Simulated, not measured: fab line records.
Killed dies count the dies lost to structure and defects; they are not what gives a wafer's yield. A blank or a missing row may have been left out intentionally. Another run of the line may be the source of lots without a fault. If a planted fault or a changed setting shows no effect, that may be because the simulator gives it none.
Which tool is to blame? -- flow sky130 -- 13 lots, 39 wafers sampled, at 5 steps of a route of 708

## WHAT THE GAUGES SHOWED, per wafer
SKY_VT_ADJUST_HVTP_TW_MEAS_11.
lot,measured,on,VT_ADJUST_HVTP_TW
L379,day 6 07:37,filmMetro-03,1367 1367 1365
L380,day 6 14:53,filmMetro-04,1359 1363 1358
L381,day 6 18:29,filmMetro-02,1350 1360 1357
L382,day 7 06:34,filmMetro-03,1361 1363 1366
L386,day 8 04:24,filmMetro-03,1374 1369 1368
L387,day 8 10:38,filmMetro-03,670 666 661
L388,day 8 17:13,filmMetro-04,657 663 656
L393,day 9 23:07,filmMetro-02,1354 1355 1347
L395,day 10 11:20,filmMetro-03,1365 1368 1369
L396,day 10 19:32,filmMetro-02,1360 1365 1355
L399,day 11 18:29,filmMetro-04,1352 1349 1347
L401,day 12 02:59,filmMetro-02,1352 1347 1355
L400,day 12 03:48,filmMetro-04,1354 1355 1360

SKY_SD_N_OVL_MEAS_08.
lot,measured,on,SD_N_OVL (nm)
L379,day 28 08:53,overlay-02,-1.0 -2.0 -3.2
L380,day 28 18:27,overlay-01,0.6 -0.9 -1.3
L381,day 28 19:57,overlay-02,-0.5 -2.8 -0.1
L382,day 29 15:26,overlay-02,1.1 0.8 0.6
L386,day 30 17:46,overlay-02,-2.0 -2.1 -2.0
L387,day 30 19:59,overlay-01,-1.0 -0.4 -1.5
L388,day 30 22:47,overlay-02,-1.3 -2.4 -1.0
L393,day 33 02:41,overlay-02,-2.3 -0.6 -0.9
L395,day 33 18:59,overlay-02,-1.5 -2.4 -3.3
L396,day 33 23:16,overlay-01,-1.0 -2.2 -1.1
L399,day 34 21:59,overlay-01,0.2 0.8 -1.1
L401,day 35 06:56,overlay-01,0.5 -1.9 0.3
L400,day 35 06:07,overlay-01,-0.7 0.4 -0.2

SKY_VIA3_THK_MEAS_01.
lot,measured,on,VIA3_HDPCVD_THK (nm)
L379,day 38 22:27,filmMetro-04,1618 1620 1630
L380,day 39 08:18,filmMetro-04,1631 1637 1628
L381,day 39 08:32,filmMetro-02,1629 1632 1621
L382,day 40 01:55,filmMetro-04,1637 1629 1637
L386,day 41 00:54,filmMetro-03,1629 1598 1607
L387,day 41 02:00,filmMetro-02,1632 1645 1648
L388,day 41 05:20,filmMetro-03,1634 1612 1638
L393,day 43 03:04,filmMetro-02,1624 1640 1614
L395,day 43 17:03,filmMetro-04,1627 1631 1621
L396,day 43 22:40,filmMetro-03,1647 1633 1631
L399,day 44 15:05,filmMetro-02,1632 1632 1646
L401,day 45 01:25,filmMetro-03,1630 1627 1636
L400,day 44 23:13,filmMetro-02,1662 1652 1655

## WHAT TOOL EACH LOT RAN ON (gives the tool, then ch and the chambers of the sampled wafers, and finally the start)
lot,SKY_VT_ADJUST_HVTP_IMPLANT_09,SKY_VIA2_SPUTTER_20
L379,"implanter-02 ch 0, day 6 07:19","pvdSputter-01, day 36 17:00"
L380,"implanter-01 ch 0, day 6 14:38","pvdSputter-02, day 37 01:46"
L381,"implanter-01 ch 0, day 6 18:15","pvdSputter-01, day 37 03:04"
L382,"implanter-02 ch 0, day 7 06:19","pvdSputter-02, day 37 21:19"
L386,"implanter-02 ch 0, day 8 04:11","pvdSputter-04, day 38 21:15"
L387,"implanter-01 ch 0, day 8 10:25","pvdSputter-04, day 38 22:44"
L388,"implanter-01 ch 0, day 8 16:58","pvdSputter-01, day 39 01:02"
L393,"implanter-03 ch 0, day 9 22:52","pvdSputter-04, day 41 00:19"
L395,"implanter-03 ch 0, day 10 11:06","pvdSputter-04, day 41 16:01"
L396,"implanter-02 ch 0, day 10 19:17","pvdSputter-01, day 41 20:46"
L399,"implanter-02 ch 0, day 11 18:14","pvdSputter-04, day 42 15:20"
L401,"implanter-02 ch 0, day 12 02:45","pvdSputter-01, day 43 01:36"
L400,"implanter-01 ch 0, day 12 03:35","pvdSputter-02, day 42 23:04"
- SKY_VT_ADJUST_HVTP_IMPLANT_09
- SKY_VIA2_SPUTTER_20: material TiN, target thk 20 nm, time 80 s.

## AS READ BY THE TOOLS THEMSELVES (means over the sampled wafers that have a number; for cases with no such wafer, the mark the record gives instead)
SKY_VT_ADJUST_HVTP_IMPLANT_09.
lot,tool,doseIonsCm2,faradayCurrentUA
L379,implanter-02,4.305e+12,24.0
L380,implanter-01,4.299e+12,23.6
L381,implanter-01,4.296e+12,24.6
L382,implanter-02,4.305e+12,24.5
L386,implanter-02,4.302e+12,24.1
L387,implanter-01,4.283e+11,2.5
L388,implanter-01,4.310e+11,2.4
L393,implanter-03,4.296e+12,24.4
L395,implanter-03,4.303e+12,24.1
L396,implanter-02,4.295e+12,24.8
L399,implanter-02,4.298e+12,24.5
L401,implanter-02,4.301e+12,24.2
L400,implanter-01,4.306e+12,24.1

SKY_VIA2_SPUTTER_20.
lot,tool,throttleValvePct (%)
L379,pvdSputter-01,30.7
L380,pvdSputter-02,29.8
L381,pvdSputter-01,30.5
L382,pvdSputter-02,29.8
L386,pvdSputter-04,30.9
L387,pvdSputter-04,29.9
L388,pvdSputter-01,30.8
L393,pvdSputter-04,30.4
L395,pvdSputter-04,29.8
L396,pvdSputter-01,30.6
L399,pvdSputter-04,30.1
L401,pvdSputter-01,30.9
L400,pvdSputter-02,29.8

## THE ANSWER, worked out from the rows above alone
Rule: the usual values come from the lots themselves. The widest of any qualifying gaps counts: lots, ordered by their means at a reading, are off when they make up no more than a third of the lots, leave a main group of 4 or more, and stand apart from it by 3 or more times the standard deviation of that group's means. A main group is skipped when, at the precision printed for the reading in the tables above, its means are all equal. Also off: a lot with no number at a reading for which 4 or more lots have one. Where the step has rows for the other lots, those lots are counted as sound. Order of review: gauges by route order, followed by the tools' own readings, for which a lot's mean as printed above is used. The first step at which some lot is off is used, and at that step the reading that is off furthest; a lot without a number counts as furthest.
Off: L387, L388, seen at SKY_VT_ADJUST_HVTP_TW_MEAS_11 (VT_ADJUST_HVTP_TW). For the main group the mean is 1359 and the standard deviation 6.7.
If a tool, at a process step before that reading, ran all the lots that are off and no sound lot after the first of them, it fits. The gauges at SKY_VT_ADJUST_HVTP_TW_MEAS_11 aren't tried: what is off there is off at SKY_VT_ADJUST_HVTP_IMPLANT_09 too, on other tools, and a gauge's error can't cause that. Of those tried, none fits.

## WHAT THE SIMULATOR HAD PUT IN
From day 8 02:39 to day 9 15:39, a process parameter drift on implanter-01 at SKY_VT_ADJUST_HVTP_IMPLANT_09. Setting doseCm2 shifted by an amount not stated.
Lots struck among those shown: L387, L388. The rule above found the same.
